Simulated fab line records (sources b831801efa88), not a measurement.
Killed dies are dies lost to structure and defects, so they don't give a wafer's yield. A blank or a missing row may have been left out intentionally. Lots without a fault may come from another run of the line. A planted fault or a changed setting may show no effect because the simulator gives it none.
A lot that was struck, set against a sound lot + flow sky130 + 23 out of 708 route steps
Sound: these wafers, L947.1, L947.5, L947.6. Struck: wafer L957.2 (L957.3, L957.4, from the same lot, were not struck and are left out); the cause is given at the end.
At each step with rows: each side's tool, then ch and its chambers, then its first start. Under that, the readings that differ: sound wafers + struck wafers + difference of the means + sigmas: that difference in standard deviations of wafers without a fault.
alike: a reading whose means differ by less than 2 such deviations, as well as words and numbers matching on both sides. not compared: withheld readings; readings where some wafer has no value; bounds like >300 that might hide an equal value; numbers whose values overlap and for which the record gives no deviation.
A row with sigmas, a row that says differs or no value, or rows on one side alone: a step with any of these is where the two part. When numbers do not overlap yet have no deviation, they are printed without sigmas and do not part them. Lack of a reading on every wafer of one side parts them only where that side has two or more wafers.

first, 8 steps without rows for these wafers: SKY_RES_XHIGH_DEHYDRATE_00 (time 60 s); SKY_RES_XHIGH_HMDS_01 (prime time 60 s); SKY_RES_XHIGH_COAT_02 (resist thk 1140 nm); SKY_RES_XHIGH_SOFTBAKE_03 (time 60 s); SKY_RES_XHIGH_EXPOSE_04 (exposes mask URPM, target cd 1270 nm); SKY_RES_XHIGH_PEB_05; SKY_RES_XHIGH_DEVELOP_06 (develop time 60 s); SKY_RES_XHIGH_IMPLANT_07.
SKY_RES_XHIGH_STRIP_08: strips in O2/N2.
  sound on plasmaAsher-04 ch 0,1, day 29 21:28; struck on plasmaAsher-02 ch 0, day 32 09:25
| reading                  | sound       | struck | difference | sigmas |
|--------------------------|-------------|--------|------------|--------|
| drypumpMotorCurrentA (A) | 5.4 5.8 5.4 | 6.4    | +0.9       | +2     |
  alike: oesProductAu, stripTimeToEndpointS
  not compared: rfHoursCounterH
SKY_RES_XHIGH_TW_MEAS_09:
  struck on filmMetro-01, day 32 09:31; sound on filmMetro-01, day 29 21:34
  alike: RES_XHIGH_TW
then, 2 steps without rows for these wafers: SKY_SD_N_DEHYDRATE_00 (time 60 s); SKY_SD_N_HMDS_01 (prime time 60 s).
SKY_SD_N_COAT_02: resist thk 1140 nm.
  sound on lithoTrack-02 ch 0, day 30 11:43; struck on lithoTrack-02 ch 0, day 32 23:14
| reading                                  | sound          | struck | difference | sigmas |
|------------------------------------------|----------------|--------|------------|--------|
| model.NOVOLAK_of_SD_N_COAT_02.thkNm (nm) | 1137 1138 1139 | 482.2  | -655.8     |        |
  alike: dispensePressureKPa
then, 3 steps without rows for these wafers: SKY_SD_N_SOFTBAKE_03 (time 60 s); SKY_SD_N_EXPOSE_04 (exposes mask NSDM, target cd 380 nm); SKY_SD_N_PEB_05.
SKY_SD_N_DEVELOP_06: develop time 60 s.
  sound on lithoTrack-02 ch 0, day 31 00:55; struck on lithoTrack-04 ch 0, day 33 12:08
| reading                                  | sound          | struck | difference | sigmas |
|------------------------------------------|----------------|--------|------------|--------|
| model.NOVOLAK_of_SD_N_COAT_02.thkNm (nm) | 1137 1137 1139 | 481.8  | -655.9     |        |
SKY_SD_N_CD_MEAS_07: target cd 380 nm.
  struck on cdSem-01, day 33 12:17; sound on cdSem-02, day 31 01:04
| reading   | sound             | struck | difference | sigmas |
|-----------|-------------------|--------|------------|--------|
| cdNm (nm) | 379.1 379.2 378.4 | 470.1  | +91.2      | +43    |
SKY_SD_N_OVL_MEAS_08:
  struck on overlay-02, day 33 12:23; sound on overlay-02, day 31 01:11
  alike: SD_N_OVL
then, 2 steps without rows for these wafers: SKY_SD_N_IMPLANT_09; SKY_SD_N_IMPLANT_10.
SKY_SD_N_STRIP_11: strips in O2/N2.
  sound on plasmaAsher-02 ch 0,1, day 31 01:31; struck on plasmaAsher-02 ch 0, day 33 12:43
| reading                  | sound             | struck | difference | sigmas      |
|--------------------------|-------------------|--------|------------|-------------|
| oesProductAu (a.u.)      | 0.531 0.525 0.519 | 0.431  | -0.094     | -21         |
| stripTimeToEndpointS (s) | 22.51 22.49 22.52 | 15.03  | -7.48      | -99 or more |
  alike: drypumpMotorCurrentA
  not compared: rfHoursCounterH
SKY_SD_N_TW_MEAS_12:
  struck on filmMetro-02, day 33 12:50; sound on filmMetro-01, day 31 01:37
  alike: SD_N_TW

## WHERE THEY PART
Earliest at SKY_RES_XHIGH_STRIP_08; latest, in this record, at SKY_SD_N_STRIP_11. Later steps at which nothing parts them and some readings are alike: SKY_SD_N_TW_MEAS_12.

WHY: whatever the simulator had introduced
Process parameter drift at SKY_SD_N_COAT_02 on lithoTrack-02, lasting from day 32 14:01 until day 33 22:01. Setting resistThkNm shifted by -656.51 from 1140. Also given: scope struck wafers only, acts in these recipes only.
